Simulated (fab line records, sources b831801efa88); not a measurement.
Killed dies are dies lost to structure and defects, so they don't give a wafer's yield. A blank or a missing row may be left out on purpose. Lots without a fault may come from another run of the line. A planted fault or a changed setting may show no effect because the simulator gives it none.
Which tool did it? | flow sky130 | 6 lots, 18 wafers sampled, at 3 steps of a route of 708

WHAT THE GAUGES READ, wafer by wafer
SKY_GATE_OXIDE_OVL_MEAS_10.
lot  | measured     | on         | GATE_OXIDE_OVL (nm)
L785 | day 16 02:19 | overlay-02 | 1.6 -1.6 -2.5
L787 | day 16 18:10 | overlay-02 | -1.7 -0.1 -0.5
L796 | day 20 02:10 | overlay-02 | -113.7 -115.8 -117.4
L798 | day 20 16:31 | overlay-01 | -113.4 -115.3 -114.4
L800 | day 21 06:01 | overlay-01 | 0.2 0.1 0.7
L802 | day 22 03:25 | overlay-01 | 1.6 0.8 2.8

WHICH TOOL RAN EACH LOT (tool, then ch and the chambers of the sampled wafers, then the start)
lot  | SKY_SONOS_ONO_STRIP_17               | SKY_GATE_OXIDE_EXPOSE_07
L785 | plasma_asher-03 ch 1, day 14 17:50   | iline_stepper-01 ch 0, day 15 12:34
L787 | plasma_asher-03 ch 0,1, day 15 11:29 | iline_stepper-02 ch 0, day 16 03:39
L796 | plasma_asher-01 ch 0,1, day 18 16:46 | iline_stepper-01 ch 0, day 19 11:02
L798 | plasma_asher-03 ch 0,1, day 19 06:38 | iline_stepper-01 ch 0, day 20 00:37
L800 | plasma_asher-04 ch 0, day 19 21:11   | iline_stepper-02 ch 0, day 20 14:11
L802 | plasma_asher-03 ch 0,1, day 20 18:20 | iline_stepper-02 ch 0, day 21 11:37
- SKY_SONOS_ONO_STRIP_17: strips in O2/N2.
- SKY_GATE_OXIDE_EXPOSE_07: exposes mask LVOM, target cd 600 nm.

THE ANSWER, worked out from the rows above alone
Rule: what is usual is taken from the lots themselves. Put in order of their means at a reading, lots are off if they are a third of the lots or fewer, leave a main group of 4 or more, and stand apart from it by a gap of 3 or more times the standard deviation of the main group's means; of several such gaps the widest counts. A main group whose means are all the same, to the digits that the tables above print for the reading, isn't used. A lot without any number at a reading at which 4 lots or more have one is off too. The other lots that the step has rows for count as sound.
Off: L796, L798, at SKY_GATE_OXIDE_OVL_MEAS_10 (GATE_OXIDE_OVL). The main group: mean 0.1 nm, standard deviation 1.
A tool fits if, at a process step before that reading, it ran every lot that is off, and no sound lot after the first of them. The gauges at SKY_GATE_OXIDE_OVL_MEAS_10 are tried like those tools. One fits: iline_stepper-01 at SKY_GATE_OXIDE_EXPOSE_07. Its last sound lot is L785 (day 15 12:34), its first lot that is off L796 (day 19 11:02): a fault that began between those two fits.

WHAT THE SIMULATOR HAD PUT IN
Scanner matching overlay: iline_stepper-01, from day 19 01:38 on, at SKY_GATE_OXIDE_EXPOSE_07. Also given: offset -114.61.
Lots struck among those shown: L796, L798. The rule above found the same.
